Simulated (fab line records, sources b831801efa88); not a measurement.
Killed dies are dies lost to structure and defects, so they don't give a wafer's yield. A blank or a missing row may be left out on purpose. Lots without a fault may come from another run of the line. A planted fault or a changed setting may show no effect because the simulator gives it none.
Chamber matching | flow sfq_line | SFQ_TRILAYER_I7_CMP_CMP_184 on cmp-02: 4 sister chambers
The step polishes SiO2. 16 wafers are shown with their chamber, then 8 later ones without.

WAFERS WITH THEIR CHAMBER
wafer  | chamber | motor_current_A (A) | time_to_endpoint_s (s)
L810.2 | 0       | 10.3                | 199
L810.5 | 0       | 9.9                 | 215
L810.6 | 3       | 10.8                | 217
L811.2 | 3       | 11.1                | 204
L811.5 | 1       | 9.8                 | 212
L811.6 | 2       | 11.2                | 217
L812.1 | 0       | 9.9                 | 214
L812.4 | 2       | 11.6                | 225
L812.5 | 0       | 9.7                 | 231
L814.1 | 1       | 10.4                | 215
L814.4 | 2       | 11.9                | 213
L814.6 | 0       | 9.9                 | 217
L816.1 | 2       | 11.1                | 210
L816.3 | 1       | 10.0                | 208
L816.6 | 2       | 11.1                | 212
L820.3 | 2       | 11.9                | 213

SIGNATURES (means of the wafers above)
reading            | chamber 0 | chamber 1 | chamber 2 | chamber 3 | scatter within a chamber
motor_current_A    | 9.940     | 10.067    | 11.467    | 10.950    | 0.311
time_to_endpoint_s | 215.20    | 211.67    | 215.00    | 210.50    | 8.02
Rule: a wafer's distance from a chamber is the root of the sum, over the readings, of the square of ((its reading less the chamber's mean) divided by the reading's scatter). The wafer belongs to the nearest chamber; if the next one is less than 2 further off, it can't be placed. The scatter: the root of (the sum of the squares of (reading less its chamber's mean) over the shown wafers, divided by (wafers less chambers)).

WAFERS WITHOUT THEIR CHAMBER
wafer  | motor_current_A (A) | time_to_endpoint_s (s)
L820.1 | 9.8                 | 210
L820.5 | 10.7                | 215
L821.2 | 9.1                 | 205
L821.3 | 10.1                | 219
L821.6 | 10.1                | 206
L822.1 | 9.7                 | 208
L822.3 | 11.3                | 219
L822.6 | 10.3                | 217

WHICH CHAMBER EACH WENT THROUGH
wafer  | from the rows above               | in truth
L820.1 | can't be placed: 0 or 1           | 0
L820.5 | can't be placed: 3 or 1 or 0 or 2 | 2
L821.2 | can't be placed: 0 or 1           | 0
L821.3 | can't be placed: 0 or 1           | 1
L821.6 | can't be placed: 1 or 0           | 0
L822.1 | can't be placed: 0 or 1           | 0
L822.3 | can't be placed: 2 or 3           | 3
L822.6 | can't be placed: 1 or 0 or 3      | 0
Placed correctly: 0 of 8. Can't be placed from these rows: 8 (the true chamber is among the candidates in 8). Placed wrongly: 0.
